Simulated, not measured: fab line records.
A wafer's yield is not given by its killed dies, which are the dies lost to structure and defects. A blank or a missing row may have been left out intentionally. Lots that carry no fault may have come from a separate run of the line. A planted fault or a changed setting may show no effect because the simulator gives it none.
Which tool was responsible?    flow gf180mcu    Sampling: 14 lots, 42 wafers, 2 of 602 route steps

== WHAT EACH GAUGE READ, for each wafer ==
GF_TOP_METAL_CD_MEAS_14: target cd 440 nm. Usual: cd_nm 440.3 nm, standard deviation 2.5.
lot   measured      on         cd_nm (nm)         flag
L205  day 30 06:02  cd_sem-02  439.5 440.4 440.3  
L206  day 30 17:51  cd_sem-01  440.4 440.6 440.6  
L207  day 30 21:49  cd_sem-01  449.1 446.6 446.6  
L208  day 31 06:07  cd_sem-02  442.3 444.0 441.0  
L210  day 31 19:01  cd_sem-02  439.7 438.7 439.5  
L216  day 33 09:46  cd_sem-02  438.0 439.8 440.9  
L218  day 33 18:08  cd_sem-01  440.5 438.7 441.1  
L219  day 34 02:41  cd_sem-01  434.9 435.0 435.1  
L220  day 34 05:59  cd_sem-02  442.1 441.4 441.3  
L221  day 34 10:12  cd_sem-01  440.7 438.8 440.0  
L223  day 34 19:43  cd_sem-02  439.8 440.1 441.0  
L226  day 35 11:55  cd_sem-02  441.9 440.9 443.5  
L227  day 35 17:49  cd_sem-02  439.5 440.6 441.9  
L228  day 35 21:09  cd_sem-01  438.4 440.3 438.4  

GF_PASSIVATION_THK_MEAS_01. Usual: PASSIVATION_CVD_00_THK gives 1009 nm (standard deviation 14).
lot   measured      on             PASSIVATION_CVD_00_THK (nm)  flag
L205  day 30 06:59  film_metro-04  974 997 1017                 
L206  day 30 18:49  film_metro-02  1008 1018 1021               
L207  day 30 22:50  film_metro-02  1006 1021 1002               
L208  day 31 07:04  film_metro-04  988 1005 1030                
L210  day 31 19:59  film_metro-02  1019 999 1027                
L216  day 33 10:55  film_metro-03  994 1020 1006                
L218  day 33 19:05  film_metro-03  1014 984 993                 
L219  day 34 03:38  film_metro-02  1018 1018 1036               
L220  day 34 06:56  film_metro-03  995 1003 1023                
L221  day 34 11:08  film_metro-03  1019 1022 1018               
L223  day 34 20:41  film_metro-02  1022 1022 1029               
L226  day 35 13:04  film_metro-02  985 992 1009                 
L227  day 35 18:47  film_metro-03  968 1005 997                 
L228  day 35 22:08  film_metro-04  1022 1019 1011               

== WHICH TOOL RAN EACH LOT (tool, then ch and the chambers of the sampled wafers, then the start) ==
Before these readings, the record contains no process step.

== AS READ BY THE TOOLS THEMSELVES (means over the sampled wafers that have a number; for cases with no such wafer, the mark the record gives instead) ==
The record holds no such reading with a usual standard deviation.

== THE ANSWER, worked out from the rows above alone ==
Rule: lot off if the mean of its wafers having a number is beyond 3 standard deviations from the usual mean. A lot without any number at a reading at which 4 lots or more have one is off too. Any other lot the step has rows for is counted as sound. Order of review: gauges by route order, followed by the tools' own readings, for which a lot's mean as printed above is used. The first step at which some lot is off is used, and at that step the reading that is off furthest; a lot without a number counts as furthest.
No lot is off on any of the readings shown, so nothing can be concluded from this.

== WHAT HAD BEEN PUT IN BY THE SIMULATOR ==
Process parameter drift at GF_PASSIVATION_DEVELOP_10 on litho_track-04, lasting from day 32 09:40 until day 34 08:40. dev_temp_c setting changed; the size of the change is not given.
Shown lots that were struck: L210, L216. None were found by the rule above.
